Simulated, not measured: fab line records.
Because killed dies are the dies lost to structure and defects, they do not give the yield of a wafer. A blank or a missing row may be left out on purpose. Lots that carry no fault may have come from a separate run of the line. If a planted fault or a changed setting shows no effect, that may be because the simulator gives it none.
What tool caused it? :: flow gf180mcu :: 10 lots, 30 wafers sampled, at 6 steps of a route of 602

== WHAT THE GAUGES READ, wafer by wafer ==
GF_V1_THK_MEAS_01. Usual: V1_CVD_00_THK typically reads 597 nm, with standard deviation 8.3.
lot: L932
measured: day 17 03:44
on: film metro-01
V1_CVD_00_THK (nm): 587 600 606
flag: 

lot: L933
measured: day 18 00:10
on: film metro-04
V1_CVD_00_THK (nm): 585 601 600
flag: 

lot: L934
measured: day 18 06:58
on: film metro-01
V1_CVD_00_THK (nm): 601 599 589
flag: 

lot: L935
measured: day 18 13:43
on: film metro-04
V1_CVD_00_THK (nm): 597 585 606
flag: 

lot: L936
measured: day 19 03:49
on: film metro-04
V1_CVD_00_THK (nm): 605 603 596
flag: 

lot: L938
measured: day 20 02:33
on: film metro-01
V1_CVD_00_THK (nm): 606 591 603
flag: 

lot: L944
measured: day 21 21:01
on: film metro-01
V1_CVD_00_THK (nm): 596 596 587
flag: 

lot: L945
measured: day 22 08:42
on: film metro-02
V1_CVD_00_THK (nm): 596 593 589
flag: 

lot: L951
measured: day 24 05:22
on: film metro-01
V1_CVD_00_THK (nm): 598 594 599
flag: 

lot: L955
measured: day 25 12:25
on: film metro-04
V1_CVD_00_THK (nm): 588 586 588
flag: 

GF_V1_RS_MEAS_24: the measuring method here is four-point-probe. Usual: V1_W_RS typically reads 0.332 ohm/sq, with standard deviation 0.0035.
lot: L932
measured: day 18 04:32
on: film metro-01
V1_W_RS (ohm/sq): 0.331 0.334 0.332
flag: 

lot: L933
measured: day 19 01:19
on: film metro-02
V1_W_RS (ohm/sq): 0.332 0.333 0.332
flag: 

lot: L934
measured: day 19 09:10
on: film metro-01
V1_W_RS (ohm/sq): 0.332 0.332 0.333
flag: 

lot: L935
measured: day 19 19:15
on: film metro-01
V1_W_RS (ohm/sq): 0.336 0.327 0.331
flag: 

lot: L936
measured: day 20 06:11
on: film metro-02
V1_W_RS (ohm/sq): 0.334 0.335 0.332
flag: 

lot: L938
measured: day 21 04:26
on: film metro-01
V1_W_RS (ohm/sq): 0.334 0.327 0.330
flag: 

lot: L944
measured: day 22 22:01
on: film metro-01
V1_W_RS (ohm/sq): 0.448 0.440 0.440
flag: OFF

lot: L945
measured: day 23 09:31
on: film metro-01
V1_W_RS (ohm/sq): 0.449 0.439 0.448
flag: OFF

lot: L951
measured: day 25 05:38
on: film metro-04
V1_W_RS (ohm/sq): 0.327 0.321 0.330
flag: 

lot: L955
measured: day 26 10:31
on: film metro-04
V1_W_RS (ohm/sq): 0.332 0.329 0.328
flag: 

GF_V1_THK_MEAS_25: measures by xrf. Usual: V1_W_THK typically reads 354 nm, with standard deviation 4.6.
lot: L932
measured: day 18 04:38
on: film metro-01
V1_W_THK (nm): 354 352 357
flag: 

lot: L933
measured: day 19 01:25
on: film metro-02
V1_W_THK (nm): 355 354 355
flag: 

lot: L934
measured: day 19 09:16
on: film metro-01
V1_W_THK (nm): 357 355 353
flag: 

lot: L935
measured: day 19 19:22
on: film metro-01
V1_W_THK (nm): 349 359 356
flag: 

lot: L936
measured: day 20 06:17
on: film metro-02
V1_W_THK (nm): 357 356 360
flag: 

lot: L938
measured: day 21 04:32
on: film metro-01
V1_W_THK (nm): 352 358 355
flag: 

lot: L944
measured: day 22 22:07
on: film metro-01
V1_W_THK (nm): 261 265 264
flag: OFF

lot: L945
measured: day 23 09:38
on: film metro-01
V1_W_THK (nm): 261 267 262
flag: OFF

lot: L951
measured: day 25 05:46
on: film metro-04
V1_W_THK (nm): 358 363 352
flag: 

lot: L955
measured: day 26 10:38
on: film metro-04
V1_W_THK (nm): 357 362 360
flag: 

== EACH LOT AND THE TOOL THAT RAN IT (in order: tool; ch and the chambers of the sampled wafers; start) ==
lot: L932
GF_M1_STRIP_17: plasma asher-04 ch 0,1, day 17 03:08
GF_V1_ETCH_16: rie diel-03 ch 0,3, day 18 03:37
GF_V1_CVD_23: cvd w-02 ch 0,1, day 18 04:25

lot: L933
GF_M1_STRIP_17: plasma asher-02 ch 0,1, day 17 23:32
GF_V1_ETCH_16: rie diel-03 ch 1,2,3, day 19 00:22
GF_V1_CVD_23: cvd w-01 ch 0,1, day 19 01:12

lot: L934
GF_M1_STRIP_17: plasma asher-03 ch 0,1, day 18 06:21
GF_V1_ETCH_16: rie diel-03 ch 1,3, day 19 08:16
GF_V1_CVD_23: cvd w-02 ch 0,1, day 19 09:02

lot: L935
GF_M1_STRIP_17: plasma asher-04 ch 0, day 18 13:07
GF_V1_ETCH_16: rie diel-03 ch 2,3, day 19 18:13
GF_V1_CVD_23: cvd w-01 ch 1, day 19 19:07

lot: L936
GF_M1_STRIP_17: plasma asher-03 ch 0,1, day 19 03:14
GF_V1_ETCH_16: rie diel-01 ch 0,1,3, day 20 05:10
GF_V1_CVD_23: cvd w-02 ch 0,1, day 20 06:04

lot: L938
GF_M1_STRIP_17: plasma asher-03 ch 1, day 20 01:56
GF_V1_ETCH_16: rie diel-03 ch 0,2,3, day 21 03:29
GF_V1_CVD_23: cvd w-01 ch 0,1, day 21 04:18

lot: L944
GF_M1_STRIP_17: plasma asher-02 ch 0,1, day 21 20:24
GF_V1_ETCH_16: rie diel-04 ch 1,2, day 22 21:04
GF_V1_CVD_23: cvd w-02 ch 0,1, day 22 21:52

lot: L945
GF_M1_STRIP_17: plasma asher-04 ch 0,1, day 22 08:04
GF_V1_ETCH_16: rie diel-03 ch 0,1, day 23 08:36
GF_V1_CVD_23: cvd w-02 ch 0, day 23 09:23

lot: L951
GF_M1_STRIP_17: plasma asher-04 ch 0,1, day 24 04:45
GF_V1_ETCH_16: rie diel-03 ch 0,2, day 25 04:44
GF_V1_CVD_23: cvd w-01 ch 0,1, day 25 05:32

lot: L955
GF_M1_STRIP_17: plasma asher-02 ch 0,1, day 25 11:48
GF_V1_ETCH_16: rie diel-04 ch 0,2,3, day 26 09:38
GF_V1_CVD_23: cvd w-01 ch 0,1, day 26 10:23
- GF_M1_STRIP_17: strips in O2/N2.
- GF_V1_ETCH_16: etches BARC in N2/H2.
- GF_V1_CVD_23: deposits W, target thk 350 nm, time 105.05 s.

== WHAT THE TOOLS THEMSELVES READ (means of the sampled wafers that have a number; where no wafer has one, the mark that the record gives instead) ==
GF_M1_STRIP_17. Usual: drypump motor current A 5.8 A, standard deviation 0.41; heater power w 304 W, standard deviation 26; oes product au 0.542 a.u., standard deviation 0.005; platen temp c 249.97 C, standard deviation 0.19; strip time to endpoint s 7.51 s, standard deviation 0.052.
lot: L932
tool: plasma asher-04
drypump motor current A (A): 5.5
heater power w (W): 308
oes product au (a.u.): 0.538
platen temp c (C): 250.19
strip time to endpoint s (s): 7.45
flag: 

lot: L933
tool: plasma asher-02
drypump motor current A (A): 6.5
heater power w (W): 307
oes product au (a.u.): 0.533
platen temp c (C): 249.86
strip time to endpoint s (s): 7.42
flag: 

lot: L934
tool: plasma asher-03
drypump motor current A (A): 5.6
heater power w (W): 297
oes product au (a.u.): 0.548
platen temp c (C): 250.07
strip time to endpoint s (s): 7.51
flag: 

lot: L935
tool: plasma asher-04
drypump motor current A (A): 5.5
heater power w (W): 321
oes product au (a.u.): 0.549
platen temp c (C): 249.82
strip time to endpoint s (s): 7.52
flag: 

lot: L936
tool: plasma asher-03
drypump motor current A (A): 5.6
heater power w (W): 295
oes product au (a.u.): 0.543
platen temp c (C): 249.81
strip time to endpoint s (s): 7.49
flag: 

lot: L938
tool: plasma asher-03
drypump motor current A (A): 5.6
heater power w (W): 305
oes product au (a.u.): 0.541
platen temp c (C): 250.13
strip time to endpoint s (s): 7.47
flag: 

lot: L944
tool: plasma asher-02
drypump motor current A (A): 6.4
heater power w (W): 330
oes product au (a.u.): 0.545
platen temp c (C): 249.84
strip time to endpoint s (s): 7.49
flag: 

lot: L945
tool: plasma asher-04
drypump motor current A (A): 5.6
heater power w (W): 296
oes product au (a.u.): 0.539
platen temp c (C): 250.09
strip time to endpoint s (s): 7.47
flag: 

lot: L951
tool: plasma asher-04
drypump motor current A (A): 5.5
heater power w (W): 305
oes product au (a.u.): 0.539
platen temp c (C): 249.91
strip time to endpoint s (s): 7.54
flag: 

lot: L955
tool: plasma asher-02
drypump motor current A (A): 6.5
heater power w (W): 314
oes product au (a.u.): 0.541
platen temp c (C): 250.10
strip time to endpoint s (s): 7.54
flag: 

GF_V1_ETCH_16. Usual: drypump motor current A 5.6 A, standard deviation 0.46; oes product au 0.854 a.u., standard deviation 0.0044; throttle valve pct 13.224 %, standard deviation 0.009.
lot: L932
tool: rie diel-03
drypump motor current A (A): 5.1
oes product au (a.u.): 0.851
throttle valve pct (%): 13.218
flag: 

lot: L933
tool: rie diel-03
drypump motor current A (A): 5.5
oes product au (a.u.): 0.852
throttle valve pct (%): 13.226
flag: 

lot: L934
tool: rie diel-03
drypump motor current A (A): 5.4
oes product au (a.u.): 0.851
throttle valve pct (%): 13.219
flag: 

lot: L935
tool: rie diel-03
drypump motor current A (A): 5.1
oes product au (a.u.): 0.852
throttle valve pct (%): 13.225
flag: 

lot: L936
tool: rie diel-01
drypump motor current A (A): 6.0
oes product au (a.u.): 0.854
throttle valve pct (%): 13.222
flag: 

lot: L938
tool: rie diel-03
drypump motor current A (A): 5.3
oes product au (a.u.): 0.860
throttle valve pct (%): 13.217
flag: 

lot: L944
tool: rie diel-04
drypump motor current A (A): 5.8
oes product au (a.u.): 0.853
throttle valve pct (%): 13.217
flag: 

lot: L945
tool: rie diel-03
drypump motor current A (A): 5.6
oes product au (a.u.): 0.853
throttle valve pct (%): 13.227
flag: 

lot: L951
tool: rie diel-03
drypump motor current A (A): 5.6
oes product au (a.u.): 0.853
throttle valve pct (%): 13.225
flag: 

lot: L955
tool: rie diel-04
drypump motor current A (A): 5.8
oes product au (a.u.): 0.855
throttle valve pct (%): 13.231
flag: 

GF_V1_CVD_23. Usual: 822 W for heater power w, sd 67.
lot: L932
tool: cvd w-02
heater power w (W): 822
flag: 

lot: L933
tool: cvd w-01
heater power w (W): 784
flag: 

lot: L934
tool: cvd w-02
heater power w (W): 810
flag: 

lot: L935
tool: cvd w-01
heater power w (W): 790
flag: 

lot: L936
tool: cvd w-02
heater power w (W): 817
flag: 

lot: L938
tool: cvd w-01
heater power w (W): 756
flag: 

lot: L944
tool: cvd w-02
heater power w (W): 810
flag: 

lot: L945
tool: cvd w-02
heater power w (W): 910
flag: 

lot: L951
tool: cvd w-01
heater power w (W): 769
flag: 

lot: L955
tool: cvd w-01
heater power w (W): 758
flag: 

== THE ANSWER, worked out from the rows above alone ==
Rule: a lot counts as off when the mean over its wafers that have a number is more than 3 standard deviations away from the usual mean. A lot without any number at a reading at which 4 lots or more have one is off too. All remaining lots with rows at the step are treated as sound. After the gauges, taken in route order, come the tools' own readings; for these a lot's mean is taken, as printed above. The first step at which some lot is off is used, and at that step the reading that is off furthest; a lot without a number counts as furthest.
Off: at GF_V1_RS_MEAS_24 (V1_W_RS), L944, L945.
If a tool, at a process step before that reading, ran all the lots that are off and no sound lot after the first of them, it fits. Gauges at GF_V1_RS_MEAS_24: tried the same way as those tools. Can't be told from this: 2 tools fit, cvd w-02 at GF_V1_CVD_23, film metro-01 at GF_V1_RS_MEAS_24.

== WHAT THE SIMULATOR HAD INSERTED ==
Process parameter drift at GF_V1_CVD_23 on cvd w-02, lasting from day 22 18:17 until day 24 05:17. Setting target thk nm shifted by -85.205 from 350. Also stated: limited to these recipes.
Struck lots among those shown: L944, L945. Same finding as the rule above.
